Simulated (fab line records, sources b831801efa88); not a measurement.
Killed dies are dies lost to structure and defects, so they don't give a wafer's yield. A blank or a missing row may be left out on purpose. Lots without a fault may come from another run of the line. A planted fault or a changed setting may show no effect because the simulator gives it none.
A struck lot beside a sound one | flow sfq_line | 15 steps out of a route of 325
Sound: wafers L594.4, L594.5, L594.6. Struck: wafer L606.4. (L606.1, L606.3 of the same lot were not struck and are left out.) The cause comes at the end.
At each step with rows: each side's tool, then ch and its chambers, then its first start. Under that, the readings that differ: sound wafers | struck wafers | difference of the means | sigmas: that difference in standard deviations of wafers without a fault.
alike: readings whose means differ by less than 2 such deviations, and words and numbers that are the same on both sides. not compared: withheld readings, readings that some wafer has no value for, bounds like >300 that may hide the same value, and numbers for which the record gives no deviation and whose values overlap.
The two part at a step that has a row with sigmas, a row that says differs or no value, or rows on one side only. Numbers that don't overlap but have no deviation are shown without sigmas and don't part them. A reading that every wafer of one side lacks parts them only if that side has two wafers or more.

SFQ_TRILAYER_I7_VIA_STRIP_STRIP_191: strips in O2.
  sound on rie_metal-03 ch 0,1, day 81 18:31; struck on rie_metal-04 ch 0, day 85 22:00
  alike: drypump_motor_current_A, he_backside_leak_sccm, oes_product_au
  not compared: rf_hours_counter_h
then, 8 steps without rows for these wafers: SFQ_TRILAYER_I7_VIA_STRIP_SOLV_CLEAN_192 (cleans in NMP, time 600 s); SFQ_TRILAYER_M8_LITHO_LOR_COAT_197; SFQ_TRILAYER_M8_LITHO_LOR_BAKE_198; SFQ_TRILAYER_M8_LITHO_COAT_193 (resist thk 600 nm); SFQ_TRILAYER_M8_LITHO_SOFTBAKE_199; SFQ_TRILAYER_M8_LITHO_EXPOSE_194 (exposes mask M8, target cd 2000 nm); SFQ_TRILAYER_M8_LITHO_PEB_196 (peb time 60 s); SFQ_TRILAYER_M8_LITHO_DEVELOP_195 (img clear 15 s, time 55 s).
SFQ_M8_OVL_MEAS_948:
  sound on overlay-02, day 84 21:01; struck on overlay-01, day 86 01:48
  alike: M8_OVL
then, 2 steps without rows for these wafers: SFQ_TRILAYER_M8_DEP_EVAP_197 (material Ti, target thk 20 nm, time 100 s); SFQ_TRILAYER_M8_DEP_EVAP_198 (material Pt, target thk 50 nm, time 250 s).
SFQ_TRILAYER_M8_DEP_EVAP_196: material Au, target thk 180 nm, time 900 s.
  sound on pvd_sputter-01, day 84 21:16; struck on pvd_sputter-01, day 86 02:04
  reading                                          | sound             | struck | difference | sigmas
  model.Au_of_TRILAYER_M8_DEP_EVAP_196.thk_nm (nm) | 181.8 181.2 181.6 | 216.9  | +35.4      |
SFQ_M8_RS_MEAS_949: measures by four-point-probe.
  sound on film_metro-01, day 84 21:50; struck on film_metro-04, day 86 02:52
  reading           | sound                | struck | difference | sigmas
  M8_AU_RS (ohm/sq) | 0.1519 0.1524 0.1525 | 0.1270 | -0.0253    | -12
  not compared: hold
SFQ_M8_THK_MEAS_950: measures by xrf.
  sound on film_metro-01, day 84 21:56; struck on film_metro-04, day 86 03:56
  reading        | sound             | struck | difference | sigmas
  M8_AU_THK (nm) | 181.3 180.0 181.7 | 216.8  | +35.8      | +14
  not compared: hold

WHERE THEY PART
First at SFQ_M8_RS_MEAS_949; last, within this record, at SFQ_M8_THK_MEAS_950.

WHY: what the simulator had put in
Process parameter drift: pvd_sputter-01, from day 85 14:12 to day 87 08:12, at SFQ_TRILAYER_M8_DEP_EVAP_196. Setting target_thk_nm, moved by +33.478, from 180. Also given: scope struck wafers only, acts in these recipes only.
